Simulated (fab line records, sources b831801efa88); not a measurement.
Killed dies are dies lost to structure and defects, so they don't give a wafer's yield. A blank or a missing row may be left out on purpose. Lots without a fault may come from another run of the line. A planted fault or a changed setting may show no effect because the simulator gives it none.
Chamber matching | flow sky130 | SKY_VIA2_CMP_24 on cmp-01: 4 sister chambers
The step polishes, stops on SiO2, t overpolish 20 s, target thk 0 nm. 14 wafers are shown with their chamber, then 7 later ones without.

WAFERS WITH THEIR CHAMBER
wafer  | chamber | motor_current_A (A) | overpolish_run_s (s) | time_to_endpoint_s (s)
L622.1 | 2       | 13.3                | 19.997               | 92
L622.4 | 3       | 10.6                | 19.994               | 101
L622.5 | 0       | 12.4                | 20.011               | 96
L625.1 | 3       | 10.7                | 20.031               | 98
L625.3 | 2       | 13.8                | 20.004               | 92
L625.4 | 0       | 13.5                | 20.010               | 91
L630.2 | 3       | 10.2                | 19.993               | 104
L630.4 | 0       | 12.5                | 19.997               | 100
L630.6 | 3       | 11.0                | 20.020               | 101
L633.3 | 2       | 13.5                | 19.985               | 96
L633.5 | 0       | 13.2                | 20.005               | 94
L633.6 | 1       | 10.6                | 19.982               | 99
L635.2 | 2       | 13.0                | 19.986               | 102
L635.3 | 1       | 11.5                | 19.982               | 105

SIGNATURES (means of the wafers above)
reading            | chamber 0 | chamber 1 | chamber 2 | chamber 3 | scatter within a chamber
motor_current_A    | 12.900    | 11.050    | 13.400    | 10.625    | 0.44
overpolish_run_s   | 20.00575  | 19.98200  | 19.99300  | 20.00950  | 0.0121
time_to_endpoint_s | 95.25     | 102.00    | 95.50     | 101.00    | 3.82
Rule: a wafer's distance from a chamber is the root of the sum, over the readings, of the square of ((its reading less the chamber's mean) divided by the reading's scatter). The wafer belongs to the nearest chamber; if the next one is less than 2 further off, it can't be placed. The scatter: the root of (the sum of the squares of (reading less its chamber's mean) over the shown wafers, divided by (wafers less chambers)).

WAFERS WITHOUT THEIR CHAMBER
wafer  | motor_current_A (A) | overpolish_run_s (s) | time_to_endpoint_s (s)
L635.4 | 11.1                | 19.993               | 107
L645.1 | 13.3                | 19.987               | 98
L645.3 | 10.9                | 19.992               | 104
L645.6 | 13.5                | 20.009               | 99
L644.4 | 13.7                | 20.014               | 99
L644.5 | 13.2                | 20.007               | 101
L644.6 | 11.5                | 20.013               | 109

WHICH CHAMBER EACH WENT THROUGH
wafer  | from the rows above          | in truth
L635.4 | can't be placed: 1 or 3      | 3
L645.1 | can't be placed: 2 or 0      | 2
L645.3 | can't be placed: 1 or 3      | 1
L645.6 | can't be placed: 2 or 0      | 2
L644.4 | can't be placed: 2 or 0      | 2
L644.5 | can't be placed: 0 or 2      | 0
L644.6 | can't be placed: 3 or 1 or 0 | 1
Placed correctly: 0 of 7. Can't be placed from these rows: 7 (the true chamber is among the candidates in 7). Placed wrongly: 0.
